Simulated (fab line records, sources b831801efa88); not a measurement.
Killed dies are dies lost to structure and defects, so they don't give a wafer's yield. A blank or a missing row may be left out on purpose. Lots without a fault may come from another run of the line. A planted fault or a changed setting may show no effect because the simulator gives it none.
One fault seen from 2 desks | flow sky130 | each desk has only its own numbers; what lay behind them comes last

THE METROLOGY DESK
What the gauges read, lot by lot, whatever tool the lot ran on: means of the sampled wafers that have a number. A lot is out of limits, marked OUT, if its mean lies more than 4 standard deviations from the usual mean; the brackets give that distance.
Columns: A = VT_ADJUST_HVTP_TW at SKY_VT_ADJUST_HVTP_TW_MEAS_11, usual 1361; B = SD_N_OVL at SKY_SD_N_OVL_MEAS_08, usual -1.0 nm; C = VIA3_HDPCVD_THK at SKY_VIA3_THK_MEAS_01, usual 1632 nm
lot  | first seen here | A                     | B    | C
L379 | day 6 07:37     | 1366                  | -2.1 | 1623
L380 | day 6 14:53     | 1360                  | -0.5 | 1632
L381 | day 6 18:29     | 1356                  | -1.1 | 1627
L382 | day 7 06:34     | 1363                  | 0.8  | 1634
L386 | day 8 04:24     | 1370                  | -2.0 | 1611
L387 | day 8 10:38     | 666 (-99 or more) OUT | -1.0 | 1642
L388 | day 8 17:13     | 659 (-99 or more) OUT | -1.6 | 1628
L393 | day 9 23:07     | 1352                  | -1.3 | 1626
L395 | day 10 11:20    | 1367                  | -2.4 | 1626
L396 | day 10 19:32    | 1360                  | -1.4 | 1637
L399 | day 11 18:29    | 1349                  | -0.0 | 1637
L401 | day 12 02:59    | 1351                  | -0.4 | 1631
L400 | day 12 03:48    | 1356                  | -0.2 | 1656
This desk's finding: out of limits on L387, L388; first on L387, day 8 10:38 (VT_ADJUST_HVTP_TW at SKY_VT_ADJUST_HVTP_TW_MEAS_11). In limits: L379, L380, L381, L382, L386, L393, L395, L396, L399, L401, L400.

THE TOOL OWNER'S DESK: implanter-01
The tool's own readings at SKY_VT_ADJUST_HVTP_IMPLANT_09: means of the sampled wafers that have a number, for each lot that ran on this tool. A lot is out of limits, marked OUT, if its mean lies more than 4 standard deviations from the usual mean; the brackets give that distance.
Columns: A = dose_ions_cm2 at SKY_VT_ADJUST_HVTP_IMPLANT_09, usual 4.299e+12; B = faraday_current_uA at SKY_VT_ADJUST_HVTP_IMPLANT_09, usual 24.2
lot  | first seen here | A                           | B
L380 | day 6 14:38     | 4.299e+12                   | 23.6
L381 | day 6 18:15     | 4.296e+12                   | 24.6
L387 | day 8 10:25     | 4.283e+11 (-99 or more) OUT | 2.5 (-44) OUT
L388 | day 8 16:58     | 4.310e+11 (-99 or more) OUT | 2.4 (-44) OUT
L400 | day 12 03:35    | 4.306e+12                   | 24.1
This desk's finding: out of limits on L387, L388; first on L387, day 8 10:25 (dose_ions_cm2 at SKY_VT_ADJUST_HVTP_IMPLANT_09). In limits: L380, L381, L400.

PUT TOGETHER
The tool owner's desk could have raised an alarm at day 8 10:25, on L387, L388.
The metrology desk could have raised an alarm at day 8 10:38, on L387, L388.
Of the lots named, all ran SKY_VT_ADJUST_HVTP_IMPLANT_09 on implanter-01.

WHAT THE SIMULATOR HAD PUT IN
Process parameter drift: implanter-01, from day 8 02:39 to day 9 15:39, at SKY_VT_ADJUST_HVTP_IMPLANT_09. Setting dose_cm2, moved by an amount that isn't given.
Lots struck among those shown: L387, L388.
Hours from the fault's start to each desk's first reading out of limits: the tool owner's desk, 8; the metrology desk, 8.
